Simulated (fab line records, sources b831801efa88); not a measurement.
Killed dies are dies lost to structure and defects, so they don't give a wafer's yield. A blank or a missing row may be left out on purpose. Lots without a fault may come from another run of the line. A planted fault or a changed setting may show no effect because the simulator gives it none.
fab line records | flow gf180mcu
record lots=14 wafers=42 last_day=34
route steps=602 shown NSD@237 M2@364 V3@445
lots that met no fault: from a run of the same line without faults
start_h: hours from the record's first day to the start of the lot's first wafer shown | wait_h: hours since the lot's step before | " the same as in the row above | L1.1+2: a row that stands for several wafers | - no value, or no start given | * or withheld: withheld | < > ~ a bound
route shown NAME@n: a module of which the file shows steps, and the number in the route of the first | usual: mean/standard deviation of fault-free wafers | same: alike in all rows | chamber/n: place in a boat | sites: the reading at each site | _std_site: their standard deviation | _edge_site: outer sites' mean less inner sites' | radius_mm: how far each site lies from the wafer's centre | mask NAME#n: copy n | behind: the tool/chamber that last shaped the wafer | hold: why the lot was held/for how many hours/how that ended | device: the transistor (n, p or np) that didn't switch | end of line: the same wafers' tests at the end of the route | a step without rows: its recipe alone | killed: dies lost to structure and defects at the first sort, not the wafer's yield | map: a wafer's dies, x killed, . not, _ none there
set.NAME: the setting as run; set.NAME@STEP: as run at that earlier step | model.NAME: the simulator's own value behind a step, which no gauge read
steps of the route over a sample of lots; a table a step, a row a wafer
services: from which hour (start_h, from the record's first day; less than 0 if before it) a tool's chamber was out of use, for how many hours, and why
## steps
# step GF_NSD_COAT_02
# recipe resist=NOVOLAK spin_rpm=3000 resist_thk_nm=1000
# usual exhaust_pa=45.1/0.98 spin_speed_rpm=2999.8/2.3
# columns lot.wafer tool chamber start_h wait_h exhaust_pa spin_speed_rpm
L652.3 litho_track-04 0 286.44 0.1 44.4 2998.6
L652.4 " 0 " " 45.2 2998.1
L652.6 " 0 " " 45.8 2999.2
L653.1 litho_track-04 0 293.19 0.1 45.1 3001.4
L653.5 " 0 " " 45.5 2997.7
L653.6 " 0 " " 46.1 3002.4
L654.2 litho_track-04 0 303.31 0.1 43.9 3002.5
L654.3 " 0 " " 43.6 3000.9
L654.6 " 0 " " 45.9 3002.0
L655.2 litho_track-04 0 311.51 0.1 43.3 3001.7
L655.3 " 0 " " 44.2 3002.1
L655.5 " 0 " " 43.8 2995.4
L656.3 litho_track-01 0 318.90 0.1 46.1 3000.0
L656.5 " 0 " " 45.1 3001.9
L656.6 " 0 " " 45.4 3000.4
L662.1 litho_track-01 0 373.10 0.1 45.4 3058.5
L662.3 " 0 " " 44.2 3059.7
L662.6 " 0 " " 43.9 3062.3
L663.1 litho_track-01 0 381.45 0.1 44.7 3060.4
L663.2 " 0 " " 45.7 3062.0
L663.4 " 0 " " 44.5 3063.1
L669.2 litho_track-03 0 426.64 0.1 44.1 2998.5
L669.4 " 0 " " 44.4 2999.5
L669.5 " 0 " " 44.3 2998.5
L670.2 litho_track-04 0 434.16 0.1 44.2 3002.1
L670.3 " 0 " " 44.4 2999.9
L670.5 " 0 " " 45.1 2997.1
L671.3 litho_track-01 0 439.30 0.1 44.9 3002.0
L671.4 " 0 " " 45.2 2998.9
L671.6 " 0 " " 45.2 3003.4
L672.2 litho_track-01 0 451.73 0.1 45.0 2999.5
L672.3 " 0 " " 45.4 2998.4
L672.4 " 0 " " 45.2 3000.4
L673.2 litho_track-03 0 458.69 0.1 44.0 3001.2
L673.4 " 0 " " 43.0 3000.9
L673.6 " 0 " " 43.5 2998.3
L674.2 litho_track-04 0 468.66 0.1 44.6 2999.2
L674.3 " 0 " " 44.0 3006.6
L674.5 " 0 " " 44.0 3000.2
L675.1 litho_track-01 0 472.90 0.1 46.2 3002.9
L675.3 " 0 " " 45.4 3003.7
L675.6 " 0 " " 45.9 2999.9
# step GF_M2_SPUTTER_02
# recipe material=AlCu target_thk_nm=450 power_w=10600 time_s=23.9 chamber_pressure_pa=0.4
# usual throttle_valve_pct=30.3/0.78
# columns lot.wafer tool chamber start_h wait_h throttle_valve_pct
L652.3 pvd_sputter-03 - 413.03 0.0 30.5
L652.4 " - " " 30.8
L652.6 " - " " 29.7
L653.1 pvd_sputter-04 - 419.87 0.0 28.9
L653.5 " - " " 30.5
L653.6 " - " " 28.9
L654.2 pvd_sputter-04 - 433.58 0.0 30.6
L654.3 " - " " 30.9
L654.6 " - " " 28.9
L655.2 pvd_sputter-01 - 442.53 0.0 28.9
L655.3 " - " " 29.6
L655.5 " - " " 29.3
L656.3 pvd_sputter-03 - 451.03 0.0 29.5
L656.5 " - " " 30.7
L656.6 " - " " 30.6
L662.1 pvd_sputter-03 - 512.87 0.0 30.6
L662.3 " - " " 30.5
L662.6 " - " " 30.5
L663.1 pvd_sputter-04 - 519.26 0.0 30.8
L663.2 " - " " 30.6
L663.4 " - " " 29.0
L669.2 pvd_sputter-03 - 564.43 0.0 30.7
L669.4 " - " " 30.6
L669.5 " - " " 29.3
L670.2 pvd_sputter-04 - 571.52 0.0 30.9
L670.3 " - " " 29.2
L670.5 " - " " 30.9
L671.3 pvd_sputter-01 - 575.76 0.0 31.0
L671.4 " - " " 30.9
L671.6 " - " " 29.0
L672.2 pvd_sputter-03 - 587.04 0.0 31.0
L672.3 " - " " 30.8
L672.4 " - " " 29.5
L673.2 pvd_sputter-04 - 593.26 0.0 30.5
L673.4 " - " " 30.9
L673.6 " - " " 28.9
L674.2 pvd_sputter-04 - 601.10 0.0 28.8
L674.3 " - " " 30.8
L674.5 " - " " 30.5
L675.1 pvd_sputter-04 - 606.64 0.0 30.8
L675.3 " - " " 30.7
L675.6 " - " " 30.6
# step GF_M2_CD_MEAS_14
# recipe target_cd_nm=280
# usual cd_nm=279.7/1.3
# columns lot.wafer tool chamber start_h wait_h cd_nm
L652.3 cd_sem-02 - 436.75 0.1 281.6
L652.4 " - " " 281.1
L652.6 " - " " 281.9
L653.1 cd_sem-02 - 444.19 0.1 276.9
L653.5 " - " " 278.4
L653.6 " - " " 278.3
L654.2 cd_sem-02 - 457.96 0.1 282.0
L654.3 " - " " 281.6
L654.6 " - " " 282.3
L655.2 cd_sem-02 - 467.06 0.1 276.3
L655.3 " - " " 279.6
L655.5 " - " " 278.4
L656.3 cd_sem-02 - 475.63 0.1 278.8
L656.5 " - " " 278.6
L656.6 " - " " 280.2
L662.1 cd_sem-02 - 536.29 0.1 280.3
L662.3 " - " " 280.8
L662.6 " - " " 281.0
L663.1 cd_sem-01 - 542.40 0.1 279.7
L663.2 " - " " 281.4
L663.4 " - " " 280.5
L669.2 cd_sem-01 - 586.61 0.1 282.0
L669.4 " - " " 281.3
L669.5 " - " " 281.5
L670.2 cd_sem-02 - 593.01 0.1 279.3
L670.3 " - " " 279.2
L670.5 " - " " 278.9
L671.3 cd_sem-01 - 596.94 0.1 281.7
L671.4 " - " " 280.3
L671.6 " - " " 281.0
L672.2 cd_sem-02 - 608.72 0.1 279.5
L672.3 " - " " 278.8
L672.4 " - " " 279.5
L673.2 cd_sem-01 - 614.86 0.1 279.6
L673.4 " - " " 279.5
L673.6 " - " " 278.7
L674.2 cd_sem-02 - 621.47 0.1 282.0
L674.3 " - " " 281.1
L674.5 " - " " 280.3
L675.1 cd_sem-02 - 626.54 0.1 280.7
L675.3 " - " " 279.4
L675.6 " - " " 280.5
# step GF_V3_ETCH_16
# recipe chemistry=N2/H2 target_depth_a=withheld overetch_a=withheld time_s=withheld target=BARC ion_energy_ev=200 source_w=500 bias_w=97.43 pressure_mtorr=30 n2_flow_sccm=100 h2_flow_sccm=200
# usual drypump_motor_current_A=5.54/0.28 oes_product_au=0.854/0.0048 rf_fwd_power_W=494.6/2.2 throttle_valve_pct=13.225/0.0092
# columns lot.wafer tool chamber start_h wait_h drypump_motor_current_A oes_product_au rf_fwd_power_W throttle_valve_pct
L652.3 rie_diel-01 0 513.37 0.0 5.60 0.849 497.1 13.235
L652.4 " 3 " " 5.29 0.853 494.0 13.232
L652.6 " 0 " " 5.60 0.853 495.8 13.216
L653.1 rie_diel-01 2 521.67 0.0 5.64 0.856 493.9 13.244
L653.5 " 2 " " 5.66 0.852 493.8 13.248
L653.6 " 3 " " 5.27 0.852 494.2 13.233
L654.2 rie_diel-01 0 533.25 0.0 5.61 0.852 496.9 13.216
L654.3 " 3 " " 5.29 0.860 493.2 13.210
L654.6 " 0 " " 5.62 0.869 497.5 13.234
L655.2 rie_diel-03 2 543.05 0.0 5.10 0.860 495.8 13.213
L655.3 " 0 " " 6.09 0.856 489.7 13.235
L655.5 " 1 " " 5.79 0.865 493.2 13.241
L656.3 rie_diel-01 3 551.32 0.0 5.29 0.856 495.8 13.226
L656.5 " 0 " " 5.61 0.853 494.0 13.246
L656.6 " 3 " " 5.29 0.848 496.8 13.220
L662.1 rie_diel-01 3 605.85 0.0 5.31 0.854 493.1 13.231
L662.3 " 0 " " 5.62 0.855 497.2 13.236
L662.6 " 3 " " 5.31 0.856 495.4 13.233
L663.1 rie_diel-04 3 612.20 0.0 5.96 0.852 496.7 13.228
L663.2 " 1 " " 6.02 0.853 493.0 13.241
L663.4 " 2 " " 5.57 0.855 494.0 13.223
L669.2 rie_diel-04 1 652.65 0.0 6.01 0.850 491.5 13.237
L669.4 " 0 " " 5.43 0.848 494.4 13.232
L669.5 " 1 " " 6.03 0.855 489.9 13.212
L670.2 rie_diel-04 1 659.20 0.0 6.01 0.855 492.4 13.229
L670.3 " 0 " " 5.42 0.852 494.3 13.227
L670.5 " 0 " " 5.42 0.856 492.8 13.221
L671.3 rie_diel-01 1 662.15 0.0 5.23 0.848 493.7 13.220
L671.4 " 3 " " 5.29 0.851 497.0 13.231
L671.6 " 1 " " 5.22 0.858 494.2 13.225
L672.2 rie_diel-01 2 672.54 0.0 5.64 0.851 490.3 13.229
L672.3 " 0 " " 5.64 0.853 496.6 13.232
L672.4 " 3 " " 5.31 0.855 490.2 13.223
L673.2 rie_diel-04 0 678.40 0.0 5.45 0.848 492.8 13.220
L673.4 " 2 " " 5.54 0.849 494.5 13.208
L673.6 " 3 " " 5.97 0.853 497.4 13.209
L674.2 rie_diel-01 3 684.72 0.0 5.27 0.859 494.6 13.222
L674.3 " 0 " " 5.62 0.858 496.7 13.239
L674.5 " 2 " " 5.68 0.848 494.6 13.216
L675.1 rie_diel-01 0 690.35 0.0 5.59 0.847 497.5 13.205
L675.3 " 3 " " 5.28 0.850 494.4 13.242
L675.6 " 1 " " 5.18 0.855 494.7 13.225
## services
# columns tool chamber start_h hours kind
rie_diel-01 2 262.71 1.4 repair
rie_diel-04 0 267.37 3.3 repair
pvd_sputter-04 - 298.26 1.3 repair
pvd_sputter-01 - 370.32 5.0 repair
rie_diel-04 2 382.00 3.6 repair
pvd_sputter-03 - 401.01 2.1 repair
rie_diel-04 3 409.35 4.4 repair
rie_diel-01 1 426.68 8.7 repair
rie_diel-04 1 439.55 5.9 repair
rie_diel-01 3 468.66 11.3 repair
rie_diel-04 0 468.87 4.5 repair
pvd_sputter-03 - 484.16 2.4 repair
rie_diel-01 2 485.68 5.4 repair
rie_diel-04 0 502.72 5.6 repair
pvd_sputter-04 - 560.63 0.9 repair
pvd_sputter-03 - 577.02 4.0 repair
pvd_sputter-01 - 590.01 0.7 repair
rie_diel-04 - 590.71 15.6 pm
rie_diel-04 2 620.54 4.0 repair
rie_diel-04 2 632.51 3.1 repair
pvd_sputter-01 - 643.36 3.2 repair
rie_diel-04 2 645.97 15.5 repair
rie_diel-04 2 684.51 5.4 repair
pvd_sputter-01 - 689.39 16.9 repair
## key
first_sign step=GF_NSD_COAT_02 reading=spin_speed_rpm direction=up sigmas=27 usual=* struck=*
effect none on later readings
met_at GF_NSD_COAT_02
struck_lots L662,L663
tester_left_out L662,L663
not_acting_at GF_M2_SPUTTER_02,GF_M2_CD_MEAS_14,GF_V3_ETCH_16
onset_between 318.90 373.10
fault kind=process_parameter_drift tool=litho_track-01 chamber=- onset_h=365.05 steps=GF_NSD_COAT_02 channel=spin_rpm offset=* shape=step end_h=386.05 acts_in=* stated=*
# tester_left_out: of these lots the tester's yield and bins aren't shown, on N5 and GAA mostly nor the transistor test; their killed dies are dies lost to structure and defects alone, not to doping, threshold or leakage, so they don't give the yield
